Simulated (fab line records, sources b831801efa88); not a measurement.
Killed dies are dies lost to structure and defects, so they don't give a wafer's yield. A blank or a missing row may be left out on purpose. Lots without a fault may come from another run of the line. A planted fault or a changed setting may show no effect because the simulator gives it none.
fab line records | flow sky130
record lots=6 wafers=18 last_day=51
route steps=708 shown VIA2@515 PAD_OPEN@708
lots that met no fault: from a run of the same line without faults
start_h: hours from the record's first day to the start of the lot's first wafer shown | wait_h: hours since the lot's step before | " the same as in the row above | L1.1+2: a row that stands for several wafers | - no value, or no start given | * or withheld: withheld | < > ~ a bound
route shown NAME@n: a module of which the file shows steps, and the number in the route of the first | usual: mean/standard deviation of fault-free wafers | same: alike in all rows | chamber/n: place in a boat | sites: the reading at each site | _std_site: their standard deviation | _edge_site: outer sites' mean less inner sites' | radius_mm: how far each site lies from the wafer's centre | mask NAME#n: copy n | behind: the tool/chamber that last shaped the wafer | hold: why the lot was held/for how many hours/how that ended | device: the transistor (n, p or np) that didn't switch | end of line: the same wafers' tests at the end of the route | a step without rows: its recipe alone | killed: dies lost to structure and defects at the first sort, not the wafer's yield | map: a wafer's dies, x killed, . not, _ none there
set.NAME: the setting as run; set.NAME@STEP: as run at that earlier step | model.NAME: the simulator's own value behind a step, which no gauge read
lots at some steps of the route; a table a step, a row a wafer
services: from which hour (start_h, from the record's first day; less than 0 if before it) a tool's chamber was out of use, for how many hours, and why
## steps
# step SKY_VIA2_SOFTBAKE_08
# recipe temp_c=100 time_s=90 resist=KrF-thick
# step SKY_VIA2_EXPOSE_09
# recipe mask_id=VIM2 na=0.8 source_shape=annular sigma_inner=0.55 sigma_outer=0.85 target_cd_nm=200 dose_mj=38
# step SKY_VIA2_PEB_10
# recipe peb_temp_c=withheld peb_time_s=withheld resist=KrF-thick
# step SKY_VIA2_DEVELOP_11
# recipe develop_time_s=60 resist=KrF-thick dev_temp_c=21
# step SKY_VIA2_CD_MEAS_12
# recipe target_cd_nm=200
# usual cd_nm=200.3/1.4
# columns lot.wafer tool chamber start_h wait_h cd_nm
L501.2 cd_sem-02 - 855.29 - 199.4
L501.4 " - " " 200.7
L501.5 " - " " 200.1
L514.2 cd_sem-01 - 946.76 - 201.2
L514.4 " - " " 200.9
L514.6 " - " " 201.7
L516.4 cd_sem-01 - 965.90 - 198.8
L516.5 " - " " 199.1
L516.6 " - " " 198.9
L517.2 cd_sem-01 - 969.15 - 200.8
L517.4 " - " " 202.6
L517.5 " - " " 201.5
L518.3 cd_sem-02 - 970.15 - 197.2
L518.4 " - " " 198.7
L518.5 " - " " 196.5
L523.1 cd_sem-02 - 1037.76 - 200.4
L523.4 " - " " 203.0
L523.6 " - " " 201.6
# step SKY_VIA2_OVL_MEAS_13
# usual VIA2_OVL=-1/6.1
# columns lot.wafer tool chamber start_h wait_h VIA2_OVL[nm]
L501.2 overlay-02 - 855.40 0.1 -1
L501.4 " - " " -1
L501.5 " - " " 1
L514.2 overlay-02 - 946.86 0.1 -13
L514.4 " - " " -13
L514.6 " - " " -12
L516.4 overlay-01 - 965.97 0.1 0
L516.5 " - " " 5
L516.6 " - " " 8
L517.2 overlay-01 - 969.25 0.1 -4
L517.4 " - " " -4
L517.5 " - " " 0
L518.3 overlay-01 - 970.24 0.1 5
L518.4 " - " " 3
L518.5 " - " " 2
L523.1 overlay-01 - 1037.88 0.1 -10
L523.4 " - " " -7
L523.6 " - " " 0
# step SKY_VIA2_ETCH_14
# recipe chemistry=N2/H2 target=BARC ion_energy_ev=200 source_w=500 bias_w=100 pressure_mtorr=30 n2_flow_sccm=100 h2_flow_sccm=200 stop_on=SiO2 time_s=45.9 target_depth_a=600
# usual drypump_motor_current_A=5.9/0.35 oes_product_au=0.855/0.0049 throttle_valve_pct=13.226/0.0097
# columns lot.wafer tool chamber start_h wait_h drypump_motor_current_A oes_product_au rf_hours_counter_h throttle_valve_pct
L501.2 rie_diel-01 2 855.43 0.0 5.9 0.860 16 13.234
L501.4 " 3 " " 5.0 0.845 2 13.225
L501.5 " 1 " " 5.6 0.852 - 13.228
L514.2 rie_diel-01 3 946.89 0.0 5.0 0.857 5 13.229
L514.4 " 1 " " 5.6 0.853 - 13.216
L514.6 " 0 " " 5.8 0.853 - 13.228
L516.4 rie_diel-03 2 965.99 0.0 6.0 0.861 23 13.228
L516.5 " 3 " " 5.7 0.848 - 13.216
L516.6 " 0 " " 5.5 0.859 - 13.238
L517.2 rie_diel-04 3 969.28 0.0 5.9 0.848 10 13.242
L517.4 " 0 " " 5.7 0.856 9 13.239
L517.5 " 1 " " 6.6 0.858 - 13.229
L518.3 rie_diel-04 0 970.26 0.0 5.7 0.861 9 13.235
L518.4 " 1 " " 6.6 0.853 12 13.215
L518.5 " 2 " " 6.0 0.851 - 13.228
L523.1 rie_diel-03 3 1037.91 0.0 5.7 0.857 25 13.223
L523.4 " 1 " " 5.9 0.849 14 13.227
L523.6 " 3 " " 5.7 0.860 - 13.226
# step SKY_VIA2_ETCH_15
# recipe target=SiO2 chemistry=C4F8/O2/Ar target_depth_nm=546 stop_on=TiN mask_material=KrF-thick source_w=1500 bias_w=1200 pressure_mtorr=40 c4f8_flow_sccm=withheld O2_flow_sccm=6 Ar_flow_sccm=300 time_s=84
# usual oes_product_au=0.926/0.0048
# columns lot.wafer tool chamber start_h wait_h oes_product_au rf_hours_counter_h
L501.2 rie_diel-01 2 855.47 0.0 0.935 16
L501.4 " 3 " " 0.922 2
L501.5 " 1 " " 0.921 -
L514.2 rie_diel-01 3 946.93 0.0 0.931 5
L514.4 " 1 " " 0.927 -
L514.6 " 0 " " 0.923 -
L516.4 rie_diel-03 2 966.03 0.0 0.927 23
L516.5 " 3 " " 0.922 -
L516.6 " 0 " " 0.927 -
L517.2 rie_diel-04 3 969.32 0.0 0.926 10
L517.4 " 0 " " 0.925 9
L517.5 " 1 " " 0.930 -
L518.3 rie_diel-04 0 970.31 0.0 0.929 9
L518.4 " 1 " " 0.923 12
L518.5 " 2 " " 0.940 -
L523.1 rie_diel-03 3 1037.96 0.0 0.932 25
L523.4 " 1 " " 0.932 14
L523.6 " 3 " " 0.923 -
# step SKY_VIA2_STRIP_16
# recipe chemistry=O2/N2 power_w=1400 pressure_mtorr=1500 platen_temp_c=withheld o2_flow_sccm=3000 n2_flow_sccm=300 overash_fraction=0.5
# usual drypump_motor_current_A=5.9/0.35 oes_product_au=0.398/0.0043 strip_time_to_endpoint_s=4.053/0.029
# columns lot.wafer tool chamber start_h wait_h drypump_motor_current_A oes_product_au rf_hours_counter_h strip_time_to_endpoint_s
L501.2 plasma_asher-04 0 855.54 0.0 5.9 0.398 9 4.060
L501.4 " 1 " " 5.3 0.405 - 4.107
L501.5 " 0 " " 5.9 0.401 - 4.079
L514.2 plasma_asher-04 1 947.00 0.0 5.3 0.391 18 4.143
L514.4 " 0 " " 5.9 0.399 - 4.099
L514.6 " 1 " " 5.4 0.398 - 4.107
L516.4 plasma_asher-04 1 966.13 0.1 5.3 0.399 - 4.014
L516.5 " 1 " " 5.3 0.392 - 4.044
L516.6 " 0 " " 5.9 0.396 - 3.982
L517.2 plasma_asher-03 0 969.39 0.0 6.3 0.395 117 4.061
L517.4 " 1 " " 5.6 0.397 - 4.045
L517.5 " 0 " " 6.3 0.399 - 4.047
L518.3 plasma_asher-02 1 970.40 0.1 6.2 0.397 - 4.075
L518.4 " 0 " " 6.1 0.403 - 4.073
L518.5 " 1 " " 6.2 0.406 - 4.072
L523.1 plasma_asher-04 0 1038.02 0.0 5.9 0.406 26 4.088
L523.4 " 0 " " 5.9 0.405 - 4.077
L523.6 " 1 " " 5.3 0.397 - 4.086
# step SKY_VIA2_STRIP_17
# recipe chemistry=post_etch_residue_remover time_s=1200 temp_c=72.5
# step SKY_VIA2_CLEAN_18
# recipe chemistry=IPA time_s=180 temp_c=25
# step SKY_VIA2_CLEAN_19
# recipe chemistry=O3/DIW dry=n2_spin
# step SKY_VIA2_SPUTTER_20
# recipe material=TiN target_thk_nm=20 chamber_pressure_pa=5 power_w=4000 time_s=80
# usual throttle_valve_pct=29.7/0.97
# columns lot.wafer tool chamber start_h wait_h throttle_valve_pct model.TiN_of_VIA2_SPUTTER_20.thk_nm
L501.2 pvd_sputter-03 - 856.16 0.0 29.5 19.57
L501.4 " - " " 28.9 19.85
L501.5 " - " " 29.1 19.86
L514.2 pvd_sputter-02 - 947.60 0.0 29.5 19.89
L514.4 " - " " 30.3 19.96
L514.6 " - " " 29.3 19.89
L516.4 pvd_sputter-02 - 966.73 0.0 30.2 21.5
L516.5 " - " " 29.5 21.6
L516.6 " - " " 29.8 21.69
L517.2 pvd_sputter-03 - 969.98 0.0 29.5 19.71
L517.4 " - " " 28.7 19.89
L517.5 " - " " 29.0 19.94
L518.3 pvd_sputter-02 - 970.96 0.0 29.4 21.12
L518.4 " - " " 29.7 21.18
L518.5 " - " " 30.0 21.45
L523.1 pvd_sputter-04 - 1038.61 0.0 32.3 19.89
L523.4 " - " " 30.5 19.78
L523.6 " - " " 32.4 19.87
# step SKY_VIA2_CVD_21
# recipe material=W target_thk_nm=420 time_s=126.4 temp_c=397.3 pressure_torr=40
# usual heater_power_w=832/86
# columns lot.wafer tool chamber start_h wait_h heater_power_w
L501.2 cvd_w-02 1 856.22 0.0 947
L501.4 " 0 " " 799
L501.5 " 0 " " 840
L514.2 cvd_w-02 0 947.67 0.0 775
L514.4 " 0 " " 804
L514.6 " 1 " " 909
L516.4 cvd_w-01 0 966.93 0.2 889
L516.5 " 0 " " 886
L516.6 " 0 " " 887
L517.2 cvd_w-01 0 970.08 0.1 908
L517.4 " 0 " " 889
L517.5 " 0 " " 910
L518.3 cvd_w-02 0 971.07 0.1 776
L518.4 " 1 " " 926
L518.5 " 0 " " 789
L523.1 cvd_w-01 1 1038.67 0.0 714
L523.4 " 1 " " 711
L523.6 " 0 " " 915
# step SKY_PAD_OPEN_PROBE_99
# usual defect_limited_yield=82.2/2 killed_at_M0_to_M3=43/6.4 killed_at_M4_up=3.2/1.8 killed_at_contacts=25/5.8 killed_at_front_end=16/4.1 killed_at_other=0.2/0.47 killed_dies=88/9.9 killed_open=47/7.3 killed_short=40/7.1 sort_bin_3_pad_short=0.9/0.41 sort_bin_5_function=10.6/1.6 sort_bin_6_memory=6.3/1.2 sort_n_pass=404/9.9 sort_yield_pct=82.2/2
# same gross_dies=492 killed_at_back_side=0 sort_bin_4_leakage[%]=0 sort_bin_8_speed[%]=0
# columns lot.wafer tool chamber start_h wait_h defect_limited_yield[%] killed_at_M0_to_M3 killed_at_M4_up killed_at_contacts killed_at_front_end killed_at_other killed_dies killed_open killed_short sort_bin_3_pad_short[%] sort_bin_5_function[%] sort_bin_6_memory[%] sort_n_pass sort_yield_pct[%]
L501.2 prober-02 - 1076.96 0.1 80.3 50 5 25 17 0 97 50 47 0.2 11.6 7.9 395 80.3
L501.4 prober-02 - 1077.06 0.2 80.3 46 1 34 15 1 97 55 41 0.8 11.2 7.7 395 80.3
L501.5 prober-02 - 1077.11 0.2 83.7 43 3 23 11 0 80 48 32 0.8 10.2 5.3 412 83.7
L517.2 prober-02 - 1174.03 0.1 82.5 45 0 25 16 0 86 48 35 0.6 11.8 5.1 406 82.5
L517.4 prober-02 - 1174.13 0.2 79.9 41 2 33 23 0 99 56 43 0.8 12.6 6.7 393 79.9
L517.5 prober-02 - 1174.18 0.2 81.9 37 6 26 20 0 89 51 38 1.2 11.2 5.7 403 81.9
L518.3 prober-01 - 1174.68 0.2 79.7 48 3 34 15 0 100 61 39 0.6 13.8 5.9 392 79.7
L518.4 prober-01 - 1174.73 0.2 80.3 57 3 24 13 0 97 51 46 1.0 9.8 8.9 395 80.3
L518.5 prober-01 - 1174.78 0.2 83.3 41 3 22 15 1 82 38 43 1.2 10.6 4.9 410 83.3
# killed by level:class
L501.2 VIA1:geometric_particle:open=13 METAL2:geometric_particle:short=8 VIA2:geometric_particle:short=7 LI_CONTACT:geometric_particle:open=7 CONTACT:geometric_particle:open=7 FIELD_ISO:geometric_particle:open=5 CONTACT:geometric_particle:short=5 FIELD_ISO:geometric_particle:short=4
L501.4 CONTACT:geometric_particle:open=12 VIA2:geometric_particle:open=11 LI_CONTACT:geometric_particle:open=8 VIA1:geometric_particle:open=8 CONTACT:geometric_particle:short=6 VIA3:geometric_particle:open=6 FIELD_ISO:geometric_particle:open=5 FIELD_ISO:geometric_particle:short=5
L501.5 CONTACT:geometric_particle:open=12 VIA1:geometric_particle:open=12 VIA2:geometric_particle:open=7 VIA1:geometric_particle:short=6 METAL2:geometric_particle:short=6 LI_CONTACT:geometric_particle:open=5 FIELD_ISO:geometric_particle:short=3 POLY_GATE:geometric_particle:short=3
L517.2 CONTACT:geometric_particle:open=13 VIA1:geometric_particle:open=11 POLY_GATE:geometric_particle:open=5 METAL1:geometric_particle:short=5 LI_CONTACT:geometric_particle:open=5 VIA1:geometric_particle:short=5 VIA2:geometric_particle:open=5 VIA2:geometric_particle:short=5
L517.4 VIA1:geometric_particle:open=16 CONTACT:geometric_particle:open=12 LI_CONTACT:geometric_particle:open=8 VIA1:geometric_particle:short=6 CONTACT:geometric_particle:short=5 METAL1:geometric_particle:short=5 VIA3:geometric_particle:open=5 FIELD_ISO:geometric_particle:short=4
L517.5 VIA1:geometric_particle:open=12 CONTACT:geometric_particle:open=10 LI_CONTACT:geometric_particle:open=9 FIELD_ISO:geometric_particle:short=8 METAL1:geometric_particle:short=5 VIA3:geometric_particle:open=5 METAL4:geometric_particle:short=5 VIA2:geometric_particle:open=4
L518.3 VIA2:geometric_particle:open=11 CONTACT:geometric_particle:open=11 LI_CONTACT:geometric_particle:open=10 VIA1:geometric_particle:open=9 LOCAL_INTERCONNECT:geometric_particle:short=7 METAL1:geometric_particle:short=7 POLY_GATE:geometric_particle:open=5 METAL2:geometric_particle:short=5
L518.4 CONTACT:geometric_particle:open=13 METAL2:geometric_particle:short=10 VIA1:geometric_particle:open=9 VIA3:geometric_particle:open=7 LI_CONTACT:geometric_particle:open=6 METAL1:geometric_particle:short=6 VIA1:geometric_particle:short=6 VIA2:geometric_particle:open=6
L518.5 VIA1:geometric_particle:short=9 LI_CONTACT:geometric_particle:open=7 CONTACT:geometric_particle:open=7 VIA1:geometric_particle:open=6 FIELD_ISO:geometric_particle:short=5 FIELD_ISO:geometric_particle:open=5 VIA2:geometric_particle:short=5 VIA3:geometric_particle:open=5
## services
# columns tool chamber start_h hours kind
plasma_asher-04 - 838.07 0.9 repair
rie_diel-04 0 838.71 7.5 repair
rie_diel-03 - 844.31 0.6 repair
pvd_sputter-03 - 849.68 2.0 repair
rie_diel-04 0 879.57 16.1 repair
rie_diel-01 0 884.11 4.0 repair
pvd_sputter-02 - 890.26 7.2 repair
plasma_asher-04 - 900.02 9.3 repair
cvd_w-02 - 904.00 14.0 pm
plasma_asher-02 - 906.54 1.3 repair
rie_diel-01 3 909.17 4.0 repair
rie_diel-01 1 909.17 10.2 repair
rie_diel-01 2 928.47 21.4 repair
rie_diel-03 1 943.21 11.6 repair
rie_diel-04 2 952.52 10.6 repair
rie_diel-01 0 956.22 1.7 repair
cvd_w-01 1 961.12 16.4 repair
pvd_sputter-03 - 977.63 3.7 repair
rie_diel-01 - 991.63 7.1 repair
pvd_sputter-04 - 998.61 2.4 repair
cvd_w-02 - 1000.34 6.9 pm
rie_diel-01 - 1019.54 2.4 repair
plasma_asher-03 - 1021.48 0.5 repair
plasma_asher-03 - 1026.16 1.0 repair
## key
first_sign none at tools or gauges
model_effect step=SKY_VIA2_SPUTTER_20 value=TiN_of_VIA2_SPUTTER_20.thk_nm without=19.94 struck=21.42
met_at SKY_VIA2_SPUTTER_20
struck_wafers L516.4,L516.5,L516.6,L518.3,L518.4,L518.5
onset_between 947.60 966.73
fault kind=process_parameter_drift tool=pvd_sputter-02 chamber=- onset_h=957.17 steps=SKY_VIA2_SPUTTER_20 channel=time_s offset=* shape=step end_h=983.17 acts_in=* stated=*
